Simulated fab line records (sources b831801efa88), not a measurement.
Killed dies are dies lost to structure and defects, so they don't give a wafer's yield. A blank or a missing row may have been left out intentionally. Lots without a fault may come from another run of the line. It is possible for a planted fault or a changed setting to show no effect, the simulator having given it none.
What tool caused it? + flow sky130 + at 1 step of a route of 708, 7 lots with 20 wafers sampled

== WHAT THE GAUGES READ, wafer by wafer ==
SKY_VT_ADJUST_LVTN_OVL_MEAS_07.
| lot  | measured     | on         | VT_ADJUST_LVTN_OVL (nm) |
|------|--------------|------------|-------------------------|
| L382 | day 6 23:02  | overlay-01 | -0.5 -0.5 -1.3          |
| L384 | day 7 10:11  | overlay-02 | 0.7 2.0 1.7             |
| L387 | day 8 06:20  | overlay-02 | -0.3 -0.2               |
| L396 | day 11 11:56 | overlay-01 | -1.0 -2.1 -1.1          |
| L398 | day 12 04:50 | overlay-01 | 1.6 -0.4 -0.2           |
| L402 | day 13 03:20 | overlay-02 | 0.1 -1.0 0.6            |
| L403 | day 14 00:15 | overlay-02 | -1.3 0.1 1.0            |

== EACH LOT AND THE TOOL THAT RAN IT (in order: tool; ch and the chambers of the sampled wafers; start) ==
Before these readings, the record contains no process step.

== THE ANSWER, worked out from the rows above alone ==
Rule: usual is defined by the lots themselves. Put in order of their means at a reading, lots are off if they are a third of the lots or fewer, leave a main group of 4 or more, and stand apart from it by a gap of 3 or more times the standard deviation of the main group's means; of several such gaps the widest counts. A main group whose means are all the same, to the digits that the tables above print for the reading, isn't used. A lot without any number at a reading at which 4 lots or more have one is off too. Any other lot the step has rows for is counted as sound.
No lot is off on any of the readings shown, so nothing can be concluded from this.

== WHAT WAS PUT IN BY THE SIMULATOR ==
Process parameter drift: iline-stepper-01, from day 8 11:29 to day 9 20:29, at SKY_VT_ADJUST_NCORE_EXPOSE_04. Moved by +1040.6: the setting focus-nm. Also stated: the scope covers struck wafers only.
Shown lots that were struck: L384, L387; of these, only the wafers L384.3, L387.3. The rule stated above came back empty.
